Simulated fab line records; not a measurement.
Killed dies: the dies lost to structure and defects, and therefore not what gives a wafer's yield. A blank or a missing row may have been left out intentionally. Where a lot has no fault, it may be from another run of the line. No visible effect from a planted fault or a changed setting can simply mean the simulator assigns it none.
Shared-tool check -- flow sky130 -- Lots sampled 11, wafers sampled 32

REASON IT WAS OPENED
At SKY_METAL2_THK_MEAS_06 the reading METAL2_ALCU_THK is flagged on 2 of 11 lots. No-fault wafers: 243 nm, standard deviation 3.6.
Rule: flag the lot when none of its wafers has a number, or when each of its wafers that has one lies beyond 4 standard deviations from that mean. The rest of the lots are taken to be sound.

lot,measured,on,"METAL2_ALCU_THK (nm), wafer by wafer",flag
L978,day 35 20:40,film metro-04,244 248 243,
L980,day 36 14:16,film metro-04,246 246 246,
L982,day 36 15:40,film metro-02,278 274 276,FLAGGED
L981,day 36 17:15,film metro-02,281 279 279,FLAGGED
L983,day 36 21:38,film metro-01,242 240 237,
L987,day 37 20:17,film metro-02,239 239 240,
L988,day 38 08:23,film metro-02,239 240 242,
L990,day 38 17:32,film metro-02,239 240 240,
L992,day 39 08:38,film metro-04,250 250,
L993,day 40 04:08,film metro-02,240 239 240,
L994,day 40 10:44,film metro-02,241 242 240,
Average over the flagged lots: 278 nm; offset from the usual +35 nm, equal to +10 standard deviations.

WHICH TOOL EACH LOT WENT THROUGH
Before the reading, the record contains 4 process steps out of a 708-step route. Every cell lists first the tool, next ch and the chambers used by the sampled wafers, and last the start.
lot,flag,SKY_CONTACT_CMP_27,SKY_METAL1_SPUTTER_02,SKY_VIA1_CVD_21,SKY_METAL2_SPUTTER_04
L978,,"cmp-02 ch 0,3, day 33 10:41","pvd sputter-04, day 33 11:01","cvd w-02 ch 0,1, day 35 19:41","pvd sputter-02, day 35 20:23"
L980,,"cmp-02 ch 0,2,3, day 34 06:57","pvd sputter-04, day 34 07:15","cvd w-01 ch 0, day 36 13:20","pvd sputter-03, day 36 14:05"
L982,FLAGGED,"cmp-01 ch 0,2,3, day 34 08:13","pvd sputter-02, day 34 08:31","cvd w-02 ch 0, day 36 14:50","pvd sputter-02, day 36 15:30"
L981,FLAGGED,"cmp-01 ch 1,2,3, day 34 09:40","pvd sputter-04, day 34 10:01","cvd w-01 ch 0,1, day 36 16:25","pvd sputter-03, day 36 17:05"
L983,,"cmp-01 ch 0,2, day 34 12:49","pvd sputter-02, day 34 13:06","cvd w-01 ch 0, day 36 20:48","pvd sputter-03, day 36 21:28"
L987,,"cmp-01 ch 1,2,3, day 35 13:34","pvd sputter-02, day 35 13:55","cvd w-01 ch 0,1, day 37 19:26","pvd sputter-03, day 37 20:07"
L988,,"cmp-02 ch 0,1,3, day 36 01:10","pvd sputter-02, day 36 01:22","cvd w-02 ch 0,1, day 38 07:32","pvd sputter-03, day 38 08:13"
L990,,"cmp-02 ch 0,2, day 36 10:58","pvd sputter-03, day 36 11:20","cvd w-02 ch 0, day 38 16:42","pvd sputter-02, day 38 17:22"
L992,,"cmp-01 ch 0,1, day 37 02:36","pvd sputter-02, day 37 02:48","cvd w-02 ch 0, day 39 07:48","pvd sputter-03, day 39 08:26"
L993,,"cmp-02 ch 1,2, day 37 22:52","pvd sputter-04, day 37 23:13","cvd w-01 ch 0,1, day 40 03:19","pvd sputter-01, day 40 03:56"
L994,,"cmp-02 ch 0,1,2, day 38 06:19","pvd sputter-02, day 38 06:37","cvd w-01 ch 1, day 40 09:53","pvd sputter-01, day 40 10:33"
What is done by these steps:
- SKY_CONTACT_CMP_27: polishes, stops on SiO2, t overpolish 15 s, target thk 0 nm.
- SKY_METAL1_SPUTTER_02: material AlCu, target thk 250 nm, time 13.8 s.
- SKY_VIA1_CVD_21: deposits W, target thk 270 nm, time 80.902 s.
- SKY_METAL2_SPUTTER_04: material TiN, target thk 70 nm, time 58.3 s.
- SKY_METAL2_THK_MEAS_06: measures by xrf.

FLAGGED OVER TOTAL, TOOL BY TOOL (the gauges that took the reading come last)
step,tool,lots run,flagged,share of the flagged lots,sound lots run after its first flagged lot
SKY_CONTACT_CMP_27,cmp-01,5,2,all,"3 (L983,L987,L992)"
SKY_CONTACT_CMP_27,cmp-02,6,0,none,-
SKY_METAL1_SPUTTER_02,pvd sputter-02,6,1,some,"5 (L983,L987,L988,L992,L994)"
SKY_METAL1_SPUTTER_02,pvd sputter-03,1,0,none,-
SKY_METAL1_SPUTTER_02,pvd sputter-04,4,1,some,1 (L993)
SKY_VIA1_CVD_21,cvd w-01,6,1,some,"4 (L983,L987,L993,L994)"
SKY_VIA1_CVD_21,cvd w-02,5,1,some,"3 (L988,L990,L992)"
SKY_METAL2_SPUTTER_04,pvd sputter-01,2,0,none,-
SKY_METAL2_SPUTTER_04,pvd sputter-02,3,1,some,1 (L990)
SKY_METAL2_SPUTTER_04,pvd sputter-03,6,1,some,"4 (L983,L987,L988,L992)"
SKY_METAL2_THK_MEAS_06,film metro-01,1,0,none,-
SKY_METAL2_THK_MEAS_06,film metro-02,7,2,all,"5 (L987,L988,L990,L993,L994)"
SKY_METAL2_THK_MEAS_06,film metro-04,3,0,none,-

WHAT IS ALLOWED BY THE TABLE
Every flagged lot went through 2 rows of the table: cmp-01 at SKY_CONTACT_CMP_27 and film metro-02 at SKY_METAL2_THK_MEAS_06.
- cmp-01 at SKY_CONTACT_CMP_27 ran 5 lots, 2 of them flagged. Lots that were sound ran on it after the first flagged one (L983, L987, L992); a persistent fault on the entire tool would not allow that.
- film metro-02 at SKY_METAL2_THK_MEAS_06 ran 7 lots, 2 of them flagged. Lots that were sound ran on it after the first flagged one (L987, L988, L990, L993, L994); a persistent fault on the entire tool would not allow that.
No row of the table ran every flagged lot and no sound lot after the first.

WHAT THE SIMULATOR HAD PUT IN
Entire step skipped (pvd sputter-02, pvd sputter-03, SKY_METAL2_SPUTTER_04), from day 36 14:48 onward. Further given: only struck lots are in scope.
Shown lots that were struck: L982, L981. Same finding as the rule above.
